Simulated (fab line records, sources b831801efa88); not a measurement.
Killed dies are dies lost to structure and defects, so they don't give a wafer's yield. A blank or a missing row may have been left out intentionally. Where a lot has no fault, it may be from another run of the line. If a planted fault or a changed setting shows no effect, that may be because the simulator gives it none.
Matching of chambers / flow sky130 / SKY_VIA2_CMP_24 on cmp-01: 4 sister chambers
The step polishes, stops on SiO2, t overpolish 20 s, target thk 0 nm. 4 wafers are shown with their chamber, then 12 later ones without.

EACH WAFER AND ITS CHAMBER
wafer=L092.1; chamber=0; motor-current-A (A)=9.0
wafer=L092.6; chamber=2; motor-current-A (A)=11.4
wafer=L093.2; chamber=3; motor-current-A (A)=11.1
wafer=L093.6; chamber=1; motor-current-A (A)=9.1

WAFERS WHOSE CHAMBER IS MISSING
wafer=L094.2; motor-current-A (A)=8.6
wafer=L094.5; motor-current-A (A)=11.7
wafer=L094.6; motor-current-A (A)=12.2
wafer=L095.2; motor-current-A (A)=9.1
wafer=L095.5; motor-current-A (A)=9.1
wafer=L095.6; motor-current-A (A)=11.7
wafer=L096.1; motor-current-A (A)=8.8
wafer=L096.2; motor-current-A (A)=9.4
wafer=L096.6; motor-current-A (A)=11.9
wafer=L097.1; motor-current-A (A)=11.0
wafer=L097.5; motor-current-A (A)=9.3
wafer=L097.6; motor-current-A (A)=8.8

CHAMBER TAKEN BY EACH
wafer=L094.2; from the rows above=can't be placed: 0 or 1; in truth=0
wafer=L094.5; from the rows above=can't be placed: 2 or 3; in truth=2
wafer=L094.6; from the rows above=can't be placed: 2 or 3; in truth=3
wafer=L095.2; from the rows above=can't be placed: 1 or 0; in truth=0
wafer=L095.5; from the rows above=can't be placed: 1 or 0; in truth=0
wafer=L095.6; from the rows above=can't be placed: 2 or 3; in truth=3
wafer=L096.1; from the rows above=can't be placed: 0 or 1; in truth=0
wafer=L096.2; from the rows above=can't be placed: 1 or 0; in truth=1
wafer=L096.6; from the rows above=can't be placed: 2 or 3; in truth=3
wafer=L097.1; from the rows above=can't be placed: 3 or 2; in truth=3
wafer=L097.5; from the rows above=can't be placed: 1 or 0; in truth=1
wafer=L097.6; from the rows above=can't be placed: 0 or 1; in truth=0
Correct placement for 0 of the 12. From these rows, 12 cannot be placed; in 12 the true chamber is one of the candidates. Wrongly placed: 0.
How it was worked out, from the rows above alone: a wafer's distance from a chamber is the root of the sum, over the readings, of the square of ((its reading less the chamber's mean) divided by the reading's scatter). If the next closest chamber is less than 2 further off than the closest, the wafer can't be placed; otherwise it belongs to the closest. The mean given for a chamber averages the wafers shown for that chamber. The scatter: root of mean squared gap, hidden wafer to nearest shown wafer, with one shown wafer a chamber.
